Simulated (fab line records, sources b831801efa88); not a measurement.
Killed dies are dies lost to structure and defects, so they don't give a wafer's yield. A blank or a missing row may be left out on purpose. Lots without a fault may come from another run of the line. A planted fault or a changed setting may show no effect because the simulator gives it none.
fab line records | flow sky130
record lots=13 wafers=39 last_day=52
route steps=708 shown LI_CONTACT@376 LOCAL_INTERCONNECT@402 CONTACT@406
lots that met no fault: from a run of the same line without faults
start_h: hours from the record's first day to the start of the lot's first wafer shown | wait_h: hours since the lot's step before | " the same as in the row above | L1.1+2: a row that stands for several wafers | - no value, or no start given | * or withheld: withheld | < > ~ a bound
route shown NAME@n: a module of which the file shows steps, and the number in the route of the first | usual: mean/standard deviation of fault-free wafers | same: alike in all rows | chamber/n: place in a boat | sites: the reading at each site | _std_site: their standard deviation | _edge_site: outer sites' mean less inner sites' | radius_mm: how far each site lies from the wafer's centre | mask NAME#n: copy n | behind: the tool/chamber that last shaped the wafer | hold: why the lot was held/for how many hours/how that ended | device: the transistor (n, p or np) that didn't switch | end of line: the same wafers' tests at the end of the route | a step without rows: its recipe alone | killed: dies lost to structure and defects at the first sort, not the wafer's yield | map: a wafer's dies, x killed, . not, _ none there
set.NAME: the setting as run; set.NAME@STEP: as run at that earlier step | model.NAME: the simulator's own value behind a step, which no gauge read
steps of the route over a sample of lots; a table a step, a row a wafer
services: from which hour (start_h, from the record's first day; less than 0 if before it) a tool's chamber was out of use, for how many hours, and why
## steps
# step SKY_LI_CONTACT_ETCH_14
# recipe chemistry=N2/H2 target=BARC ion_energy_ev=200 source_w=500 bias_w=100 pressure_mtorr=30 n2_flow_sccm=100 h2_flow_sccm=200 stop_on=SiO2 time_s=45.9 target_depth_a=600
# usual drypump_motor_current_A=5.6/0.61 oes_product_au=0.855/0.005 throttle_valve_pct=13.225/0.0086
# columns lot.wafer tool chamber start_h wait_h drypump_motor_current_A oes_product_au rf_hours_counter_h throttle_valve_pct
L424.1 rie_diel-01 2 714.30 0.0 5.5 0.853 12 13.233
L424.3 " 1 " " 5.8 0.854 18 13.218
L424.5 " 3 " " 5.0 0.855 - 13.217
L425.1 rie_diel-01 0 720.25 0.0 5.2 0.849 7 13.216
L425.4 " 3 " " 5.0 0.858 6 13.220
L425.5 " 2 " " 5.5 0.844 - 13.226
L426.2 rie_diel-02 3 724.35 0.0 5.2 0.851 8 13.220
L426.4 " 1 " " 5.3 0.863 12 13.223
L426.5 " 2 " " 4.8 0.859 - 13.228
L427.2 rie_diel-02 3 733.55 0.0 5.2 0.861 8 13.219
L427.3 " 0 " " 5.1 0.857 12 13.234
L427.6 " 0 " " 5.1 0.856 - 13.242
L428.2 rie_diel-04 3 735.35 0.0 6.1 0.863 5 13.231
L428.4 " 0 " " 5.7 0.851 27 13.226
L428.6 " 2 " " 6.5 0.859 - 13.214
L434.1 rie_diel-02 1 742.77 0.0 5.3 0.857 12 13.221
L434.3 " 3 " " 5.2 0.856 8 13.226
L434.5 " 2 " " 4.8 0.847 - 13.245
L435.2 rie_diel-01 3 747.07 0.0 5.0 0.854 7 13.235
L435.3 " 0 " " 5.2 0.852 8 13.211
L435.6 " 2 " " 5.5 0.846 - 13.220
L436.2 rie_diel-04 3 747.42 0.0 6.1 0.865 5 13.219
L436.4 " 1 " " 6.7 0.858 5 13.217
L436.6 " 3 " " 6.1 0.855 - 13.231
L438.2 rie_diel-02 1 874.50 0.0 5.3 0.856 15 13.227
L438.4 " 2 " " 4.8 0.851 9 13.219
L438.5 " 2 " " 4.8 0.860 - 13.229
L444.1 rie_diel-04 1 891.80 0.0 6.7 0.860 9 13.221
L444.3 " 2 " " 6.6 0.858 1 13.220
L444.5 " 3 " " 6.1 0.855 - 13.230
L440.1 rie_diel-01 0 895.12 0.0 5.2 0.860 13 13.220
L440.3 " 3 " " 5.0 0.856 11 13.227
L440.4 " 2 " " 5.5 0.853 18 13.234
L445.4 rie_diel-02 2 895.95 0.0 4.8 0.855 10 13.228
L445.5 " 3 " " 5.3 0.855 - 13.240
L445.6 " 0 " " 5.1 0.853 - 13.221
L446.1 rie_diel-01 2 898.60 0.0 5.5 0.856 18 13.238
L446.2 " 0 " " 5.2 0.854 13 13.221
L446.4 " 1 " " 5.8 0.859 24 13.213
# step SKY_LI_CONTACT_SPUTTER_20
# recipe material=TiN target_thk_nm=20 chamber_pressure_pa=5 power_w=4000 time_s=80
# usual cathode_dc_power_W=3999.9/0.71 chamber_pressure_pa=5.001/0.0087 throttle_valve_pct=29.7/1
# columns lot.wafer tool chamber start_h wait_h cathode_dc_power_W chamber_pressure_pa throttle_valve_pct
L424.1 pvd_sputter-03 - 714.80 0.0 4000.2 5.012 29.2
L424.3 " - " " 3999.9 4.998 30.4
L424.5 " - " " 3999.7 5.004 30.0
L425.1 pvd_sputter-03 - 720.75 0.0 3999.8 5.006 29.4
L425.4 " - " " 3999.1 4.999 30.5
L425.5 " - " " 4000.3 4.999 29.1
L426.2 pvd_sputter-03 - 724.86 0.0 3998.2 5.012 30.4
L426.4 " - " " 3999.6 4.986 28.3
L426.5 " - " " 3998.5 5.005 29.2
L427.2 pvd_sputter-02 - 734.22 0.0 3998.6 5.013 30.6
L427.3 " - " " 3998.8 5.007 29.6
L427.6 " - " " 3999.2 4.999 29.6
L428.2 pvd_sputter-03 - 735.86 0.0 3999.7 5.003 29.3
L428.4 " - " " 3999.7 5.004 29.9
L428.6 " - " " 4000.3 5.007 28.2
L434.1 pvd_sputter-04 - 743.48 0.0 4000.8 4.991 29.0
L434.3 " - " " 4000.3 4.998 29.6
L434.5 " - " " 3998.7 5.005 29.6
L435.2 pvd_sputter-04 - 747.81 0.0 3999.6 5.004 32.9
L435.3 " - " " 3999.8 5.013 29.5
L435.6 " - " " 4000.8 4.998 32.5
L436.2 pvd_sputter-03 - 748.13 0.0 4000.4 4.985 29.4
L436.4 " - " " 3999.9 5.000 30.4
L436.6 " - " " 3998.9 4.986 28.1
L438.2 pvd_sputter-03 - 875.02 0.0 4000.7 4.985 30.2
L438.4 " - " " 3999.9 4.988 30.2
L438.5 " - " " 4000.5 4.993 27.9
L444.1 pvd_sputter-04 - 892.30 0.0 3999.6 5.004 29.9
L444.3 " - " " 4000.2 5.021 29.8
L444.5 " - " " 4001.3 4.997 29.5
L440.1 pvd_sputter-02 - 895.62 0.0 3999.8 5.015 29.8
L440.3 " - " " 3999.4 5.015 30.9
L440.4 " - " " 4000.4 4.987 30.4
L445.4 pvd_sputter-03 - 896.45 0.0 3999.3 5.005 28.2
L445.5 " - " " 3999.7 5.007 28.0
L445.6 " - " " 4000.7 4.996 30.4
L446.1 pvd_sputter-03 - 899.10 0.0 3999.0 4.978 29.2
L446.2 " - " " 3999.3 4.995 30.2
L446.4 " - " " 4000.7 5.002 30.6
# step SKY_LOCAL_INTERCONNECT_STRIP_15
# recipe chemistry=O2/N2 power_w=1400 pressure_mtorr=1500 platen_temp_c=withheld o2_flow_sccm=3000 n2_flow_sccm=300 overash_fraction=0.5
# usual drypump_motor_current_A=5.69/0.21 oes_product_au=0.428/0.0051 strip_time_to_endpoint_s=4.73/0.035
# columns lot.wafer tool chamber start_h wait_h drypump_motor_current_A oes_product_au rf_hours_counter_h strip_time_to_endpoint_s
L424.1 plasma_asher-04 1 743.69 0.0 5.80 0.433 61 4.77
L424.3 " 1 " " 5.84 0.424 - 4.74
L424.5 " 0 " " 5.82 0.429 - 4.72
L425.1 plasma_asher-04 0 748.99 0.0 5.77 0.416 62 4.68
L425.4 " 1 " " 5.79 0.426 - 4.72
L425.5 " 0 " " 5.79 0.427 - 4.66
L426.2 plasma_asher-03 0 754.21 0.0 5.46 0.429 87 4.71
L426.4 " 1 " " 5.13 0.436 - 4.76
L426.5 " 0 " " 5.43 0.420 - 4.72
L427.2 plasma_asher-02 1 763.34 0.0 5.80 0.424 2 4.72
L427.3 " 0 " " 5.78 0.429 - 4.77
L427.6 " 1 " " 5.77 0.429 - 4.73
L428.2 plasma_asher-02 1 764.29 0.0 5.79 0.433 2 4.78
L428.4 " 1 " " 5.82 0.432 - 4.78
L428.6 " 1 " " 5.80 0.425 - 4.71
L434.1 plasma_asher-02 1 772.24 0.0 5.79 0.432 3 4.67
L434.3 " 1 " " 5.79 0.429 - 4.74
L434.5 " 1 " " 5.77 0.425 - 4.73
L435.2 plasma_asher-04 1 777.09 0.0 5.78 0.423 65 4.68
L435.3 " 0 " " 5.80 0.420 - 4.69
L435.6 " 0 " " 5.80 0.432 - 4.74
L436.2 plasma_asher-04 1 777.44 0.0 5.73 0.422 65 4.70
L436.4 " 1 " " 5.80 0.420 - 4.72
L436.6 " 1 " " 5.75 0.431 - 4.71
L438.2 plasma_asher-04 1 903.44 0.0 5.80 0.419 76 4.68
L438.4 " 0 " " 5.81 0.427 - 4.72
L438.5 " 1 " " 5.82 0.425 - 4.72
L444.1 plasma_asher-03 0 919.48 0.1 5.44 0.426 100 4.76
L444.3 " 0 " " 5.44 0.430 - 4.76
L444.5 " 1 " " 5.15 0.432 - 4.75
L440.1 plasma_asher-02 1 921.92 0.0 5.75 0.426 19 4.70
L440.3 " 0 " " 5.80 0.427 - 4.71
L440.4 " 1 " " 5.80 0.421 - 4.71
L445.4 plasma_asher-02 0 923.01 0.1 5.79 0.438 - 4.77
L445.5 " 1 " " 5.77 0.426 - 4.78
L445.6 " 0 " " 5.79 0.428 - 4.78
L446.1 plasma_asher-04 0 925.53 0.1 5.80 0.431 79 4.77
L446.2 " 1 " " 5.80 0.434 79 4.78
L446.4 " 0 " " 5.82 0.434 - 4.75
# step SKY_CONTACT_CVD_00
# recipe material=Si3N4 target_thk_nm=75 temp_c=400 time_s=withheld rf_w=450
# usual heater_power_w=686/76
# columns lot.wafer tool chamber start_h wait_h heater_power_w
L424.1 pecvd-03 2 744.35 0.0 734
L424.3 " 1 " " 688
L424.5 " 1 " " 679
L425.1 pecvd-01 2 749.67 0.0 556
L425.4 " 1 " " 660
L425.5 " 0 " " 627
L426.2 pecvd-01 0 754.81 0.0 710
L426.4 " 0 " " 713
L426.5 " 1 " " 598
L427.2 pecvd-03 0 763.93 0.0 679
L427.3 " 2 " " 687
L427.6 " 1 " " 704
L428.2 pecvd-04 1 764.88 0.0 714
L428.4 " 1 " " 730
L428.6 " 2 " " 703
L434.1 pecvd-03 1 772.83 0.0 749
L434.3 " 2 " " 832
L434.5 " 2 " " 834
L435.2 pecvd-03 2 777.68 0.0 786
L435.3 " 1 " " 663
L435.6 " 0 " " 708
L436.2 pecvd-04 0 778.06 0.0 673
L436.4 " 1 " " 686
L436.6 " 2 " " 803
L438.2 pecvd-03 1 904.04 0.0 663
L438.4 " 0 " " 672
L438.5 " 2 " " 719
L444.1 pecvd-03 0 920.09 0.0 607
L444.3 " 2 " " 862
L444.5 " 1 " " 706
L440.1 pecvd-04 0 922.51 0.0 684
L440.3 " 2 " " 822
L440.4 " 0 " " 668
L445.4 pecvd-01 2 923.63 0.0 553
L445.5 " 0 " " 609
L445.6 " 1 " " 621
L446.1 pecvd-03 2 926.13 0.0 767
L446.2 " 0 " " 682
L446.4 " 0 " " 672
# step SKY_CONTACT_THK_MEAS_01
# recipe reads=Si3N4_of_CONTACT_CVD_00
# usual CONTACT_CVD_00_THK=75.8/1.3
# columns lot.wafer tool chamber start_h wait_h CONTACT_CVD_00_THK[nm]
L424.1 film_metro-01 - 744.39 - 77.0
L424.3 " - " " 76.4
L424.5 " - " " 77.9
L425.1 film_metro-02 - 749.70 - 73.2
L425.4 " - " " 76.8
L425.5 " - " " 75.3
L426.2 film_metro-02 - 754.85 - 72.2
L426.4 " - " " 73.1
L426.5 " - " " 75.8
L427.2 film_metro-02 - 763.97 - 77.4
L427.3 " - " " 76.1
L427.6 " - " " 77.8
L428.2 film_metro-04 - 764.92 - 74.8
L428.4 " - " " 76.1
L428.6 " - " " 74.4
L434.1 film_metro-02 - 772.87 - 74.9
L434.3 " - " " 75.4
L434.5 " - " " 76.5
L435.2 film_metro-01 - 777.72 - 76.0
L435.3 " - " " 75.4
L435.6 " - " " 76.9
L436.2 film_metro-01 - 778.10 - 75.8
L436.4 " - " " 75.3
L436.6 " - " " 74.8
L438.2 film_metro-01 - 904.09 - 75.7
L438.4 " - " " 75.0
L438.5 " - " " 75.5
L444.1 film_metro-02 - 920.12 - 74.1
L444.3 " - " " 75.6
L444.5 " - " " 76.5
L440.1 film_metro-01 - 922.55 - 89.1
L440.3 " - " " 73.8
L440.4 " - " " 90.7
L445.4 film_metro-04 - 923.67 - 76.0
L445.5 " - " " 75.3
L445.6 " - " " 75.9
L446.1 film_metro-04 - 926.16 - 77.0
L446.2 " - " " 74.8
L446.4 " - " " 76.7
# step SKY_CONTACT_ETCH_18
# recipe target=Si3N4 chemistry=CHF3/O2 stop_on=TiN source_w=600 bias_w=200 pressure_mtorr=40 chf3_flow_sccm=50 O2_flow_sccm=5 time_s=39 target_depth_a=750
# usual drypump_motor_current_A=5.7/0.57 oes_product_au=0.859/0.0094 throttle_valve_pct=8.794/0.0093
# columns lot.wafer tool chamber start_h wait_h drypump_motor_current_A oes_product_au rf_hours_counter_h throttle_valve_pct
L424.1 rie_diel-03 2 - - 4.9 0.861 5 8.786
L424.3 " 0 " " 5.3 0.859 29 8.805
L424.5 " 2 " " 4.9 0.868 - 8.789
L425.1 rie_diel-01 2 - - 5.5 0.840 14 8.795
L425.4 " 0 " " 5.2 0.864 9 8.794
L425.5 " 0 " " 5.2 0.853 - 8.796
L426.2 rie_diel-03 2 - - 4.9 0.837 5 8.806
L426.4 " 0 " " 5.3 0.838 29 8.804
L426.5 " 2 " " 4.9 0.856 - 8.803
L427.2 rie_diel-01 3 - - 5.0 0.872 8 8.799
L427.3 " 0 " " 5.2 0.861 9 8.805
L427.6 " 0 " " 5.2 0.878 - 8.802
L428.2 rie_diel-03 1 - - 6.5 0.855 11 8.779
L428.4 " 0 " " 5.3 0.865 29 8.815
L428.6 " 2 " " 4.9 0.842 - 8.798
L434.1 rie_diel-01 2 - - 5.5 0.847 15 8.790
L434.3 " 0 " " 5.2 0.874 10 8.775
L434.5 " 0 " " 5.2 0.869 - 8.789
L435.2 rie_diel-03 3 - - 6.3 0.863 21 8.789
L435.3 " 2 " " 4.9 0.855 6 8.799
L435.6 " 1 " " 6.5 0.867 - 8.802
L436.2 rie_diel-03 2 - - 4.9 0.866 7 8.810
L436.4 " 0 " " 5.3 0.864 30 8.789
L436.6 " 2 " " 4.9 0.850 - 8.787
L438.2 rie_diel-01 0 - - 5.2 0.853 14 8.797
L438.4 " 1 " " 5.8 0.856 - 8.806
L438.5 " 2 " " 5.5 0.858 - 8.783
L444.1 rie_diel-03 3 - - 6.3 0.860 26 8.786
L444.3 " 0 " " 5.3 0.868 3 8.799
L444.5 " 3 " " 6.3 0.867 - 8.783
L440.1 rie_diel-03 1 - - 6.5 0.948 16 8.808
L440.3 " 3 " " 6.3 0.855 26 8.777
L440.4 " 2 " " 4.9 0.959 12 8.812
L445.4 rie_diel-04 3 - - 6.1 0.862 10 8.799
L445.5 " 0 " " 5.6 0.855 - 8.793
L445.6 " 1 " " 6.7 0.859 - 8.791
L446.1 rie_diel-04 2 - - 6.6 0.868 3 8.797
L446.2 " 3 " " 6.1 0.853 11 8.783
L446.4 " 1 " " 6.7 0.857 11 8.787
## services
# columns tool chamber start_h hours kind
rie_diel-03 1 693.32 4.1 repair
rie_diel-02 - 700.64 15.6 pm
pecvd-01 2 716.05 13.2 repair
rie_diel-02 2 731.98 7.5 repair
pvd_sputter-04 - 732.29 6.8 repair
plasma_asher-02 - 733.75 9.0 pm
pecvd-01 - 739.32 0.9 repair
rie_diel-02 1 754.99 3.7 repair
plasma_asher-02 - 775.79 2.8 pm
plasma_asher-04 - 780.83 14.6 pm
rie_diel-04 - 790.00 60.6 repair
rie_diel-04 2 791.94 9.3 repair
rie_diel-01 3 799.99 11.3 repair
rie_diel-02 1 811.30 7.0 repair
plasma_asher-02 - 839.52 1.4 repair
rie_diel-01 - 865.96 28.1 pm
pecvd-03 1 867.07 11.2 repair
rie_diel-02 3 901.48 1.9 repair
rie_diel-02 3 906.77 8.7 repair
rie_diel-01 3 913.95 52.3 repair
rie_diel-02 - 915.31 0.6 repair
rie_diel-01 2 918.30 4.0 repair
pecvd-03 2 949.26 9.5 repair
plasma_asher-02 - 949.69 3.4 repair
## key
first_sign step=SKY_CONTACT_THK_MEAS_01 reading=CONTACT_CVD_00_THK direction=up sigmas=11 usual=75.8 struck=89.9
effect step=SKY_CONTACT_ETCH_18 reading=oes_product_au direction=up sigmas=10 usual=0.859 struck=0.953
met_at SKY_CONTACT_CVD_00
struck_lots L440
struck_wafers L440.1,L440.4
sort_left_out L440.1,L440.4
tester_left_out L440
not_acting_at SKY_LI_CONTACT_ETCH_14,SKY_LI_CONTACT_SPUTTER_20,SKY_LOCAL_INTERCONNECT_STRIP_15
onset_between 778.06 922.51
fault kind=process_parameter_drift tool=pecvd-04 chamber=0 onset_h=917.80 steps=SKY_CONTACT_CVD_00 channel=target_thk_nm offset=14.484 shape=step end_h=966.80 acts_in=these_recipes_only stated=75
# tester_left_out: of these lots the tester's yield and bins aren't shown, on N5 and GAA mostly nor the transistor test; their killed dies are dies lost to structure and defects alone, not to doping, threshold or leakage, so they don't give the yield
# sort_left_out: the simulated sort isn't trusted on such a fault, so these wafers' sort isn't shown, and their yield isn't known
